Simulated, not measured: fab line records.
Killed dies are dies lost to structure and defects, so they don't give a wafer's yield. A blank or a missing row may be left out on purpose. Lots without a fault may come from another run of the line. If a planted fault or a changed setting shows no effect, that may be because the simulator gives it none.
Which tool did it? -- flow gf180mcu -- Sampling: 7 lots, 21 wafers, 3 of 602 route steps

## WHAT THE GAUGES SHOWED, per wafer
GF_M4_RS_MEAS_05: a four-point-probe measurement.
lot,measured,on,M4_ALCU_RS (ohm/sq)
L103,day 23 16:42,filmMetro-03,0.0688 0.0688 0.0688
L108,day 25 09:24,filmMetro-03,0.0692 0.0700 0.0689
L111,day 27 00:39,filmMetro-03,0.0692 0.0687 0.0698
L113,day 27 03:37,filmMetro-02,0.0699 0.0700 0.0704
L119,day 28 23:35,filmMetro-03,0.0688 0.0688 0.0685
L121,day 29 05:29,filmMetro-04,0.0708 0.0706 0.0711
L123,day 29 19:44,filmMetro-02,0.0712 0.0696 0.0697

## EACH LOT AND THE TOOL THAT RAN IT (in order: tool; ch and the chambers of the sampled wafers; start)
lot,GF_V3_ETCH_16,GF_M4_SPUTTER_03
L103,"rieDiel-01 ch 1,2,3, day 23 15:05","pvdSputter-01, day 23 16:37"
L108,"rieDiel-01 ch 0,1,2, day 25 07:49","pvdSputter-03, day 25 09:20"
L111,"rieDiel-03 ch 0,1,2, day 26 22:44","pvdSputter-01, day 27 00:35"
L113,"rieDiel-04 ch 1,3, day 27 02:02","pvdSputter-04, day 27 03:33"
L119,"rieDiel-04 ch 1,2,3, day 28 21:56","pvdSputter-04, day 28 23:29"
L121,"rieDiel-04 ch 2,3, day 29 03:49","pvdSputter-04, day 29 05:26"
L123,"rieDiel-04 ch 0,3, day 29 17:59","pvdSputter-03, day 29 19:41"
- GF_V3_ETCH_16: etches BARC in N2/H2.
- GF_M4_SPUTTER_03: material Ti, target thk 10 nm, time 6.7 s.

## THE ANSWER, worked out from the rows above alone
Rule: what is usual is taken from the lots themselves. Put in order of their means at a reading, lots are off if they are a third of the lots or fewer, leave a main group of 4 or more, and stand apart from it by a gap of 3 or more times the standard deviation of the main group's means; of several such gaps the widest counts. The tables above print the reading to a certain number of digits; a main group whose means all agree to those digits is not used. A lot without any number at a reading at which 4 lots or more have one is off too. Where the step has rows for the other lots, those lots are counted as sound.
Nothing can be told from this: no lot is off at any reading shown.

## WHAT WAS PUT IN BY THE SIMULATOR
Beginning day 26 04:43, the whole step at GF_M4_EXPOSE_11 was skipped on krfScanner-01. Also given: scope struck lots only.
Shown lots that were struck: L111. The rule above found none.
